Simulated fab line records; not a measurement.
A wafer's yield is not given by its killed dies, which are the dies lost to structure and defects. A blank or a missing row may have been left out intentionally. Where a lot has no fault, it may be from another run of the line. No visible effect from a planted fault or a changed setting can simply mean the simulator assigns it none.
fab line records	flow sky130	part 1 of 2: steps 1 to 28 of 40
record lots=5	wafers=15	last_day=50
route steps=708 shown VIA1@474 METAL2@483 VIA2@507
lots that met no fault: from a run of the same line without faults
start_h: start of the lot's first displayed wafer, in hours after the record's first day	wait_h: hours since the lot's step before	" repeats the value in the row above	L1.1+2: a row that stands for several wafers	- value missing, or start not given	* or withheld: withheld	< > ~ a bound
route shown NAME@n: a module of which the file shows steps, and the number in the route of the first	usual: mean and standard deviation over wafers with no fault	same: alike in all rows	chamber/n: place in a boat	sites: readings site by site	_std_site: standard deviation of those values	_edge_site: the outer-site mean with the inner-site mean subtracted	radius_mm: for every site, how far away it sits from the centre of the wafer	mask NAME#n: copy n	behind: the most recent tool/chamber to have shaped the wafer	hold: cause of the lot's hold/its duration in hours/its outcome	device: names the non-switching transistor (n, p or np)	end of line: the route-end tests of the same wafers	a step with no rows: only its recipe	killed: count of dies lost to structure and defects at first sort (not the wafer's yield)	map: dies across one wafer; x = killed, . = not, _ = none there
set.NAME: the run value of the setting; set.NAME@STEP: its run value at that earlier step	model.NAME: the simulator's own value behind a step, which no gauge read
lots at some steps of the route; a table a step, a row a wafer
services: the hour from which a tool's chamber was out of use, counted from the record's first day as start_h (under 0 if before that day), plus the number of hours and why
## steps
# step SKY_VIA1_STRIP_16
# recipe chemistry=O2/N2	power_w=1400	pressure_mtorr=1500	platen_temp_c=withheld	o2_flow_sccm=3000	n2_flow_sccm=300	overash_fraction=0.5
# usual drypump_motor_current_A=5.39/0.21	oes_product_au=0.415/0.0047	strip_time_to_endpoint_s=4.443/0.023
lot.wafer	tool	chamber	start_h	wait_h	drypump_motor_current_A	oes_product_au	rf_hours_counter_h	strip_time_to_endpoint_s
L074.2	plasma_asher-02	0	797.17	0.0	5.66	0.405	5	4.423
L074.3	"	1	"	"	5.48	0.418	-	4.470
L074.4	"	0	"	"	5.58	0.413	-	4.445
L076.2	plasma_asher-02	0	804.18	0.0	5.62	0.417	6	4.433
L076.3	"	1	"	"	5.51	0.415	-	4.424
L076.4	"	0	"	"	5.63	0.409	-	4.455
L083.3	plasma_asher-02	0	872.55	0.1	5.63	0.422	-	4.468
L083.5	"	1	"	"	5.47	0.412	-	4.443
L083.6	"	0	"	"	5.58	0.421	-	4.446
L091.2	plasma_asher-02	1	931.47	0.0	5.49	0.409	19	4.465
L091.4	"	1	"	"	5.48	0.413	-	4.422
L091.5	"	0	"	"	5.63	0.411	-	4.442
L094.1	plasma_asher-04	0	941.97	0.0	5.30	0.411	116	4.410
L094.2	"	1	"	"	5.01	0.414	116	4.405
L094.3	"	1	"	"	5.01	0.412	-	4.415
# step SKY_VIA1_STRIP_17
# recipe chemistry=post_etch_residue_remover	time_s=1200	temp_c=72.5
lot.wafer	tool	chamber	start_h	wait_h
L074.2+3+4	wet_bench-04	1	797.27	0.1
L076.2+3+4	wet_bench-03	1	804.28	0.1
L083.3+5+6	wet_bench-04	2	872.62	0.0
L091.2+4+5	wet_bench-01	3	931.57	0.1
L094.1+2+3	wet_bench-01	0	942.07	0.1
# step SKY_VIA1_CLEAN_18
# recipe chemistry=IPA	time_s=180	temp_c=25
lot.wafer	tool	chamber	start_h	wait_h
L074.2+3+4	wet_bench-01	2	797.61	0.0
L076.2+3+4	wet_bench-01	0	804.63	0.0
L083.3+5+6	wet_bench-01	3	872.99	0.0
L091.2+4+5	wet_bench-04	3	931.94	0.0
L094.1+2+3	wet_bench-04	2	942.41	0.0
# step SKY_VIA1_CLEAN_19
# recipe chemistry=O3/DIW	dry=n2_spin
lot.wafer	tool	chamber	start_h	wait_h
L074.2+3+4	wet_bench-04	2	797.67	0.0
L076.2+3+4	wet_bench-03	2	804.68	0.0
L083.3+5+6	wet_bench-03	2	873.05	0.0
L091.2+4+5	wet_bench-03	1	932.00	0.0
L094.1+2+3	wet_bench-01	3	942.48	0.0
# step SKY_VIA1_SPUTTER_20
# recipe material=TiN	target_thk_nm=20	chamber_pressure_pa=5	power_w=4000	time_s=80
# usual throttle_valve_pct=29.8/1.2
lot.wafer	tool	chamber	start_h	wait_h	throttle_valve_pct
L074.2	pvd_sputter-04	-	797.76	0.0	28.8
L074.3	"	-	"	"	29.8
L074.4	"	-	"	"	31.0
L076.2	pvd_sputter-02	-	804.78	0.0	29.0
L076.3	"	-	"	"	29.1
L076.4	"	-	"	"	29.4
L083.3	pvd_sputter-02	-	873.24	0.0	32.0
L083.5	"	-	"	"	29.1
L083.6	"	-	"	"	29.2
L091.2	pvd_sputter-02	-	932.09	0.0	29.2
L091.4	"	-	"	"	29.2
L091.5	"	-	"	"	32.0
L094.1	pvd_sputter-03	-	942.57	0.0	29.8
L094.2	"	-	"	"	31.2
L094.3	"	-	"	"	30.2
# step SKY_VIA1_CVD_21
# recipe material=W	target_thk_nm=270	time_s=80.902	temp_c=400	pressure_torr=40
# usual heater_power_w=846/39
lot.wafer	tool	chamber	start_h	wait_h	heater_power_w
L074.2	cvd_w-02	1	797.82	0.0	888
L074.3	"	0	"	"	923
L074.4	"	1	"	"	866
L076.2	cvd_w-01	1	804.84	0.0	842
L076.3	"	1	"	"	820
L076.4	"	0	"	"	850
L083.3	cvd_w-01	1	873.33	0.1	852
L083.5	"	1	"	"	866
L083.6	"	0	"	"	846
L091.2	cvd_w-01	0	932.19	0.1	847
L091.4	"	0	"	"	837
L091.5	"	0	"	"	867
L094.1	cvd_w-01	1	942.63	0.0	869
L094.2	"	0	"	"	861
L094.3	"	0	"	"	855
# step SKY_VIA1_RS_MEAS_22
# recipe thk_meas_gauge=four-point-probe	reads=W_of_VIA1_CVD_21+TiN_of_VIA1_SPUTTER_20
# usual VIA1_W_RS=0.426/0.004
lot.wafer	tool	chamber	start_h	wait_h	VIA1_W_RS[ohm/sq]
L074.2	film_metro-01	-	797.94	0.1	0.422
L074.3	"	-	"	"	0.432
L074.4	"	-	"	"	0.421
L076.2	film_metro-02	-	804.95	0.1	0.425
L076.3	"	-	"	"	0.427
L076.4	"	-	"	"	0.423
L083.3	film_metro-01	-	873.43	0.1	0.426
L083.5	"	-	"	"	0.426
L083.6	"	-	"	"	0.422
L091.2	film_metro-02	-	932.36	0.1	0.422
L091.4	"	-	"	"	0.427
L091.5	"	-	"	"	0.431
L094.1	film_metro-02	-	942.72	0.1	0.422
L094.2	"	-	"	"	0.424
L094.3	"	-	"	"	0.427
# step SKY_VIA1_THK_MEAS_23
# recipe thk_meas_gauge=xrf	reads=W_of_VIA1_CVD_21
# usual VIA1_W_THK=271/3.5
lot.wafer	tool	chamber	start_h	wait_h	VIA1_W_THK[nm]
L074.2	film_metro-01	-	798.05	0.1	270
L074.3	"	-	"	"	266
L074.4	"	-	"	"	272
L076.2	film_metro-02	-	805.06	0.1	273
L076.3	"	-	"	"	272
L076.4	"	-	"	"	274
L083.3	film_metro-01	-	873.53	0.1	271
L083.5	"	-	"	"	269
L083.6	"	-	"	"	273
L091.2	film_metro-02	-	932.47	0.1	273
L091.4	"	-	"	"	270
L091.5	"	-	"	"	265
L094.1	film_metro-02	-	942.84	0.1	272
L094.2	"	-	"	"	271
L094.3	"	-	"	"	271
# step SKY_VIA1_CMP_24
# recipe stop_on=SiO2	t_overpolish_s=15	down_force_psi=3.5	platen_rpm=60	target_thk_nm=0	pad_velocity_m_s=0.94248
# usual motor_current_A=11.7/0.77	overpolish_run_s=14.999/0.0082	time_to_endpoint_s=67/3.2
# same t_overpolish_s=15
lot.wafer	tool	chamber	start_h	wait_h	motor_current_A	overpolish_run_s	time_to_endpoint_s
L074.3	cmp-02	0	798.10	0.0	11.3	15.003	65
L074.2	"	1	"	"	12.4	14.994	64
L074.4	"	3	"	"	10.8	14.992	68
L076.3	cmp-01	0	805.11	0.0	11.4	15.006	68
L076.4	"	1	"	"	11.9	14.990	73
L076.2	"	2	"	"	11.1	14.995	65
L083.3	cmp-01	0	873.57	0.0	11.2	14.998	65
L083.5	"	0	"	"	11.3	15.002	65
L083.6	"	1	"	"	11.6	15.007	69
L091.2	cmp-02	1	932.52	0.0	12.4	15.002	63
L091.4	"	3	"	"	11.2	15.000	66
L091.5	"	1	"	"	12.4	15.006	62
L094.3	cmp-01	1	942.95	0.1	11.7	15.005	70
L094.2	"	2	"	"	11.9	15.007	65
L094.1	"	3	"	"	12.4	15.020	67
# step SKY_METAL2_SPUTTER_00
# recipe material=Ti	target_thk_nm=15	power_w=3000	time_s=10	chamber_pressure_pa=0.4
# usual throttle_valve_pct=29.4/1.2
lot.wafer	tool	chamber	start_h	wait_h	throttle_valve_pct
L074.2	pvd_sputter-04	-	798.40	0.2	29.8
L074.3	"	-	"	"	29.0
L074.4	"	-	"	"	30.9
L076.2	pvd_sputter-01	-	805.41	0.1	28.5
L076.3	"	-	"	"	29.4
L076.4	"	-	"	"	28.2
L083.3	pvd_sputter-04	-	873.87	0.2	28.5
L083.5	"	-	"	"	29.1
L083.6	"	-	"	"	27.5
L091.2	pvd_sputter-04	-	932.82	0.2	28.8
L091.4	"	-	"	"	31.0
L091.5	"	-	"	"	29.0
L094.1	pvd_sputter-04	-	943.20	0.1	31.0
L094.2	"	-	"	"	29.2
L094.3	"	-	"	"	29.6
# step SKY_METAL2_SPUTTER_01
# recipe material=TiN	target_thk_nm=20	power_w=6500	time_s=16.7	chamber_pressure_pa=0.4
# usual throttle_valve_pct=29.4/1.2
lot.wafer	tool	chamber	start_h	wait_h	throttle_valve_pct
L074.2	pvd_sputter-04	-	798.42	0.0	29.8
L074.3	"	-	"	"	28.7
L074.4	"	-	"	"	31.1
L076.2	pvd_sputter-01	-	805.43	0.0	28.7
L076.3	"	-	"	"	29.3
L076.4	"	-	"	"	27.9
L083.3	pvd_sputter-04	-	873.89	0.0	28.8
L083.5	"	-	"	"	28.7
L083.6	"	-	"	"	27.7
L091.2	pvd_sputter-04	-	932.84	0.0	28.7
L091.4	"	-	"	"	30.9
L091.5	"	-	"	"	29.0
L094.1	pvd_sputter-04	-	943.22	0.0	31.2
L094.2	"	-	"	"	28.7
L094.3	"	-	"	"	29.5
# step SKY_METAL2_SPUTTER_02
# recipe material=AlCu	target_thk_nm=250	power_w=10600	time_s=13.3	chamber_pressure_pa=0.4
# usual throttle_valve_pct=29.4/1.2
lot.wafer	tool	chamber	start_h	wait_h	throttle_valve_pct
L074.2	pvd_sputter-04	-	798.44	0.0	29.5
L074.3	"	-	"	"	28.8
L074.4	"	-	"	"	31.1
L076.2	pvd_sputter-01	-	805.46	0.0	28.2
L076.3	"	-	"	"	29.3
L076.4	"	-	"	"	28.2
L083.3	pvd_sputter-04	-	873.92	0.0	28.8
L083.5	"	-	"	"	29.0
L083.6	"	-	"	"	27.5
L091.2	pvd_sputter-04	-	932.87	0.0	28.8
L091.4	"	-	"	"	30.9
L091.5	"	-	"	"	28.7
L094.1	pvd_sputter-04	-	943.25	0.0	31.2
L094.2	"	-	"	"	28.8
L094.3	"	-	"	"	29.7
# step SKY_METAL2_SPUTTER_03
# recipe material=Ti	target_thk_nm=5	power_w=3000	time_s=3.3	chamber_pressure_pa=0.4
# usual throttle_valve_pct=29.4/1.2
lot.wafer	tool	chamber	start_h	wait_h	throttle_valve_pct
L074.2	pvd_sputter-04	-	798.47	0.0	29.6
L074.3	"	-	"	"	29.0
L074.4	"	-	"	"	31.1
L076.2	pvd_sputter-01	-	805.48	0.0	28.4
L076.3	"	-	"	"	29.8
L076.4	"	-	"	"	28.1
L083.3	pvd_sputter-04	-	873.94	0.0	28.6
L083.5	"	-	"	"	29.0
L083.6	"	-	"	"	27.6
L091.2	pvd_sputter-04	-	932.89	0.0	28.8
L091.4	"	-	"	"	31.2
L091.5	"	-	"	"	28.6
L094.1	pvd_sputter-04	-	943.27	0.0	31.4
L094.2	"	-	"	"	28.8
L094.3	"	-	"	"	29.9
# step SKY_METAL2_SPUTTER_04
# recipe material=TiN	target_thk_nm=70	power_w=6500	time_s=58.3	chamber_pressure_pa=0.4
# usual throttle_valve_pct=29.4/1.2
lot.wafer	tool	chamber	start_h	wait_h	throttle_valve_pct
L074.2	pvd_sputter-04	-	798.49	0.0	29.6
L074.3	"	-	"	"	28.9
L074.4	"	-	"	"	31.3
L076.2	pvd_sputter-01	-	805.50	0.0	28.3
L076.3	"	-	"	"	29.5
L076.4	"	-	"	"	28.2
L083.3	pvd_sputter-04	-	873.96	0.0	28.7
L083.5	"	-	"	"	28.8
L083.6	"	-	"	"	27.4
L091.2	pvd_sputter-04	-	932.91	0.0	28.8
L091.4	"	-	"	"	31.3
L091.5	"	-	"	"	29.2
L094.1	pvd_sputter-04	-	943.29	0.0	31.0
L094.2	"	-	"	"	28.7
L094.3	"	-	"	"	29.6
# step SKY_METAL2_RS_MEAS_05
# recipe thk_meas_gauge=four-point-probe	reads=TiN_of_METAL2_SPUTTER_04+Ti_of_METAL2_SPUTTER_03+AlCu_of_METAL2_SPUTTER_02+TiN_of_METAL2_SPUTTER_01+Ti_of_METAL2_SPUTTER_00
# usual METAL2_ALCU_RS=0.1265/0.0015
lot.wafer	tool	chamber	start_h	wait_h	METAL2_ALCU_RS[ohm/sq]
L074.2	film_metro-02	-	798.56	0.0	0.1263
L074.3	"	-	"	"	0.1272
L074.4	"	-	"	"	0.1263
L076.2	film_metro-03	-	805.57	0.0	0.1271
L076.3	"	-	"	"	0.1274
L076.4	"	-	"	"	0.1237
L083.3	film_metro-02	-	874.05	0.1	0.1261
L083.5	"	-	"	"	0.1270
L083.6	"	-	"	"	0.1249
L091.2	film_metro-03	-	932.98	0.0	0.1261
L091.4	"	-	"	"	0.1266
L091.5	"	-	"	"	0.1264
L094.1	film_metro-02	-	943.34	0.0	0.1264
L094.2	"	-	"	"	0.1266
L094.3	"	-	"	"	0.1258
# step SKY_METAL2_THK_MEAS_06
# recipe thk_meas_gauge=xrf	reads=AlCu_of_METAL2_SPUTTER_02
# usual METAL2_ALCU_THK=249.2/3
lot.wafer	tool	chamber	start_h	wait_h	METAL2_ALCU_THK[nm]
L074.2	film_metro-02	-	798.67	0.1	251.0
L074.3	"	-	"	"	250.2
L074.4	"	-	"	"	251.0
L076.2	film_metro-03	-	805.68	0.1	245.3
L076.3	"	-	"	"	248.7
L076.4	"	-	"	"	253.3
L083.3	film_metro-02	-	874.15	0.1	250.4
L083.5	"	-	"	"	249.1
L083.6	"	-	"	"	250.5
L091.2	film_metro-03	-	933.09	0.1	249.4
L091.4	"	-	"	"	250.1
L091.5	"	-	"	"	250.6
L094.1	film_metro-02	-	943.46	0.1	251.3
L094.2	"	-	"	"	250.5
L094.3	"	-	"	"	251.3
# step SKY_METAL2_DEHYDRATE_07
# recipe temp_c=200	time_s=60
lot.wafer	tool	chamber	start_h	wait_h
L074.2+3+4	litho_track-03	0	811.30	12.6
L076.2+3+4	litho_track-03	0	818.35	12.7
L083.3+5+6	litho_track-04	0	885.54	11.4
L091.2+4+5	litho_track-04	0	945.31	12.2
L094.1+2+3	litho_track-03	0	955.03	11.6
# step SKY_METAL2_HMDS_08
# recipe prime_time_s=60	prime_temp_c=120
lot.wafer	tool	chamber	start_h	wait_h
L074.2+3+4	litho_track-03	0	811.45	0.1
L076.2+3+4	litho_track-03	0	818.50	0.1
L083.3+5+6	litho_track-04	0	885.69	0.1
L091.2+4+5	litho_track-04	0	945.46	0.1
L094.1+2+3	litho_track-03	0	955.18	0.1
# step SKY_METAL2_COAT_09
# recipe resist=BARC	temp_c=withheld	time_s=withheld	spin_rpm=3000	resist_thk_nm=60
lot.wafer	tool	chamber	start_h	wait_h
L074.2+3+4	litho_track-03	0	811.60	0.1
L076.2+3+4	litho_track-03	0	818.65	0.1
L083.3+5+6	litho_track-04	0	885.84	0.1
L091.2+4+5	litho_track-04	0	945.61	0.1
L094.1+2+3	litho_track-03	0	955.33	0.1
# step SKY_METAL2_COAT_10
# recipe resist=KrF-thick	spin_rpm=3000	resist_thk_nm=450
lot.wafer	tool	chamber	start_h	wait_h
L074.2+3+4	litho_track-03	0	-	-
L076.2+3+4	litho_track-03	0	-	-
L083.3+5+6	litho_track-04	0	-	-
L091.2+4+5	litho_track-04	0	-	-
L094.1+2+3	litho_track-03	0	-	-
# step SKY_METAL2_SOFTBAKE_11
# recipe temp_c=100	time_s=91.89	resist=KrF-thick
# usual plate_sensor_t_centre_C=100.88/0.011	plate_sensor_t_edge_C=100.95/0.011
lot.wafer	tool	chamber	start_h	wait_h	plate_sensor_t_centre_C	plate_sensor_t_edge_C
L074.2	litho_track-03	0	-	-	100.89	100.97
L074.3	"	0	"	"	100.86	100.94
L074.4	"	0	"	"	100.88	100.96
L076.2	litho_track-03	0	-	-	100.88	100.94
L076.3	"	0	"	"	100.89	100.96
L076.4	"	0	"	"	100.86	100.95
L083.3	litho_track-04	0	-	-	100.89	100.95
L083.5	"	0	"	"	100.86	100.94
L083.6	"	0	"	"	100.89	100.98
L091.2	litho_track-04	0	-	-	100.91	100.95
L091.4	"	0	"	"	100.89	100.94
L091.5	"	0	"	"	100.86	100.95
L094.1	litho_track-03	0	-	-	100.88	100.94
L094.2	"	0	"	"	100.89	100.95
L094.3	"	0	"	"	100.89	100.94
# step SKY_METAL2_EXPOSE_12
# recipe mask_id=MM2	na=0.8	source_shape=annular	sigma_inner=0.55	sigma_outer=0.85	target_cd_nm=140	dose_mj=28
# usual focus_offset_nm=0.0/0.58
lot.wafer	tool	chamber	start_h	wait_h	mask	focus_offset_nm
L074.2	krf_scanner-01	0	-	-	MM2#0	-0.2
L074.3	"	0	"	"	MM2#0	-1.2
L074.4	"	0	"	"	MM2#0	-0.8
L076.2	krf_scanner-01	0	-	-	MM2#0	-0.7
L076.3	"	0	"	"	MM2#0	-0.5
L076.4	"	0	"	"	MM2#0	-0.1
L083.3	krf_scanner-01	0	-	-	MM2#0	0.6
L083.5	"	0	"	"	MM2#0	0.8
L083.6	"	0	"	"	MM2#0	0.8
L091.2	krf_scanner-01	0	-	-	MM2#0	-0.8
L091.4	"	0	"	"	MM2#0	-0.6
L091.5	"	0	"	"	MM2#0	-0.4
L094.1	krf_scanner-02	0	-	-	MM2#0	-0.3
L094.2	"	0	"	"	MM2#0	-0.2
L094.3	"	0	"	"	MM2#0	0.2
# step SKY_METAL2_PEB_13
# recipe peb_temp_c=withheld	peb_time_s=withheld	resist=KrF-thick
lot.wafer	tool	chamber	start_h	wait_h
L074.2+3+4	litho_track-04	0	-	-
L076.2+3+4	litho_track-01	0	-	-
L083.3+5+6	litho_track-04	0	-	-
L091.2+4+5	litho_track-03	0	-	-
L094.1+2+3	litho_track-03	0	-	-
# step SKY_METAL2_DEVELOP_14
# recipe develop_time_s=60	resist=KrF-thick	dev_temp_c=21
lot.wafer	tool	chamber	start_h	wait_h
L074.2+3+4	litho_track-04	0	-	-
L076.2+3+4	litho_track-01	0	-	-
L083.3+5+6	litho_track-04	0	-	-
L091.2+4+5	litho_track-03	0	-	-
L094.1+2+3	litho_track-03	0	-	-
# step SKY_METAL2_CD_MEAS_15
# recipe target_cd_nm=140
# usual cd_nm=139.9/1.5
lot.wafer	tool	chamber	start_h	wait_h	cd_nm
L074.2	cd_sem-01	-	825.41	-	139.3
L074.3	"	-	"	"	138.5
L074.4	"	-	"	"	140.2
L076.2	cd_sem-02	-	832.07	-	142.5
L076.3	"	-	"	"	142.4
L076.4	"	-	"	"	142.2
L083.3	cd_sem-02	-	899.43	-	140.3
L083.5	"	-	"	"	140.5
L083.6	"	-	"	"	140.1
L091.2	cd_sem-02	-	958.40	-	138.5
L091.4	"	-	"	"	139.6
L091.5	"	-	"	"	138.1
L094.1	cd_sem-02	-	967.73	-	139.0
L094.2	"	-	"	"	138.2
L094.3	"	-	"	"	139.8
# step SKY_METAL2_OVL_MEAS_16
# usual METAL2_OVL=-6/5.7
lot.wafer	tool	chamber	start_h	wait_h	METAL2_OVL[nm]
L074.2	overlay-02	-	825.52	0.1	3
L074.3	"	-	"	"	1
L074.4	"	-	"	"	-4
L076.2	overlay-01	-	832.17	0.1	-2
L076.3	"	-	"	"	-8
L076.4	"	-	"	"	0
L083.3	overlay-01	-	899.52	0.1	-6
L083.5	"	-	"	"	-7
L083.6	"	-	"	"	-4
L091.2	overlay-02	-	958.50	0.1	-3
L091.4	"	-	"	"	-13
L091.5	"	-	"	"	-12
L094.1	overlay-01	-	967.85	0.1	-10
L094.2	"	-	"	"	-7
L094.3	"	-	"	"	-13
# step SKY_METAL2_DESCUM_17
# recipe chemistry=O2	source_power_w=150	bias_power_w=0	pressure_mtorr=10	temp_c=40	time_s=8
# usual drypump_motor_current_A=5.6/0.33	oes_product_au=1.003/0.013
lot.wafer	tool	chamber	start_h	wait_h	drypump_motor_current_A	oes_product_au	rf_hours_counter_h
L074.2	rie_metal-04	1	825.55	0.0	5.6	1.006	3
L074.3	"	0	"	"	6.0	1.009	-
L074.4	"	1	"	"	5.6	1.014	-
L076.2	rie_metal-01	0	832.20	0.0	5.5	0.982	12
L076.3	"	1	"	"	5.1	0.997	-
L076.4	"	0	"	"	5.5	0.992	-
L083.3	rie_metal-02	0	899.56	0.0	6.2	0.988	-
L083.5	"	0	"	"	6.2	0.990	-
L083.6	"	1	"	"	5.7	0.996	-
L091.2	rie_metal-02	1	958.53	0.0	5.7	0.997	18
L091.4	"	0	"	"	6.2	0.994	-
L091.5	"	1	"	"	5.7	1.008	-
L094.1	rie_metal-04	0	967.88	0.0	6.0	1.031	2
L094.2	"	1	"	"	5.6	1.017	12
L094.3	"	1	"	"	5.6	1.014	-
# step SKY_METAL2_ETCH_18
# recipe chemistry=N2/H2	target=BARC	ion_energy_ev=204.6	bias_w=100	pressure_mtorr=30	n2_flow_sccm=100	h2_flow_sccm=200	icp_w=500	stop_on=SiO2	time_s=45.9	target_depth_a=600
# usual drypump_motor_current_A=5.6/0.34	h2_flow_sccm=200.0/0.52	oes_product_au=0.854/0.0051	throttle_valve_pct=13.224/0.0078
lot.wafer	tool	chamber	start_h	wait_h	drypump_motor_current_A	h2_flow_sccm	oes_product_au	rf_hours_counter_h	throttle_valve_pct
L074.2	rie_metal-04	1	825.58	0.0	5.6	199.9	0.858	3	13.226
L074.3	"	0	"	"	6.0	200.6	0.856	-	13.225
L074.4	"	1	"	"	5.6	200.4	0.851	-	13.230
L076.2	rie_metal-01	0	832.23	0.0	5.5	198.8	0.846	12	13.224
L076.3	"	1	"	"	5.1	199.3	0.855	-	13.227
L076.4	"	0	"	"	5.5	199.9	0.855	-	13.231
L083.3	rie_metal-02	0	899.60	0.0	6.2	200.6	0.852	-	13.214
L083.5	"	0	"	"	6.2	200.2	0.856	-	13.225
L083.6	"	1	"	"	5.7	199.8	0.849	-	13.218
L091.2	rie_metal-02	1	958.57	0.0	5.7	199.3	0.848	18	13.236
L091.4	"	0	"	"	6.2	200.3	0.852	-	13.214
L091.5	"	1	"	"	5.7	199.9	0.853	-	13.210
L094.1	rie_metal-04	0	967.92	0.0	6.0	200.3	0.850	2	13.213
L094.2	"	1	"	"	5.6	200.2	0.852	12	13.222
L094.3	"	1	"	"	5.6	199.3	0.857	-	13.223
